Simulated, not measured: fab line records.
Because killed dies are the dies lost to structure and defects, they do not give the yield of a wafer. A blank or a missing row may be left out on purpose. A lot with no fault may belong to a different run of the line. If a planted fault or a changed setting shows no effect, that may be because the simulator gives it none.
Problem report, 8D (eight disciplines) form, completed by code | flow gf180mcu | the parts of the form that need people (team, actions taken, sign-off) are left out

1. WHAT WENT WRONG
Mean of bias w at GF_V4_ETCH_17: 1278 W across 9 wafers in 3 lots; on wafers with no fault it is 1200 W (standard deviation 3.6). That is +22 standard deviations from the usual mean.
The step: etches SiO2 in C4F8/O2/Ar, stops on TiN, target depth 630 nm.
Seen first at day 29 02:00 on rie diel-02, wafer L452.2. At this step, 36 wafers from 12 lots have a number in the record. By rule, "out" or "out of limits" means more than 4 standard deviations away from the usual mean. The rest of the wafers with a number are treated as sound.

2. WHAT IT IS; WHAT IT IS NOT
question                    | is                     | is not
which readings at this step | bias w                 | chamber pressure mTorr
which lots                  | L452, L453, L455       | L437, L439, L442, L444, L454, L456, L458, L459, L460
which wafers of those lots  | all that have a number | -
read on which tools         | rie diel-02            | rie diel-03, rie diel-04
when                        | from day 29 02:00      | up to then (12 sound wafers); but 15 sound wafers of L454, L456, L458, L459, L460 came after

3. SUSPECTS, AND WHAT RULES EACH OUT
Counting: a tool at a process step up to the reading stays a suspect if it ran every lot that is out and no sound lot after the first of them.
- rie diel-02 at GF_V4_ETCH_17 (etches SiO2 in C4F8/O2/Ar, stops on TiN, target depth 630 nm): kept. It processed each lot that is out, first L452 at day 29 02:00, and no sound lot thereafter; up to then, the last sound lot it processed was L444 at day 26 12:00. Its own readings are out on those wafers: bias w.
Remaining after the count: rie diel-02 at GF_V4_ETCH_17.

4. THE CAUSE (what the simulator had put in)
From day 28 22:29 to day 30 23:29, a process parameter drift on rie diel-02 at GF_V4_ETCH_17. Setting bias w shifted by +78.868 from 1200. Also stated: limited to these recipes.
Only this tool survived the counting.

5. THE CHAIN OF EFFECTS, in route order
Each row: a reading where the mean over the struck wafers with a number is more than 3 standard deviations away from the usual. Only readings whose record carries a usual standard deviation are examined. hours: median over the lots of the time between each lot's start at the first step of this table that gives one and its start at this step. sigmas: the change, counted in usual standard deviations.
hours | step          | reading | usual  | on struck wafers | change | sigmas
0     | GF_V4_ETCH_17 | bias w  | 1200 W | 1278             | +78    | +22
The process steps in it:
- GF_V4_ETCH_17: etches SiO2 in C4F8/O2/Ar, stops on TiN, target depth 630 nm.
Later steps that measure or inspect, where all struck wafers having a row at the step show a number for every such reading and not one has moved that far: GF_M5_CD_MEAS_07.

6. WHAT WOULD HAVE CAUGHT IT SOONER
4 hours passed between the start of the fault at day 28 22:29 and the first reading out of limits in this record, taken at day 29 02:00.
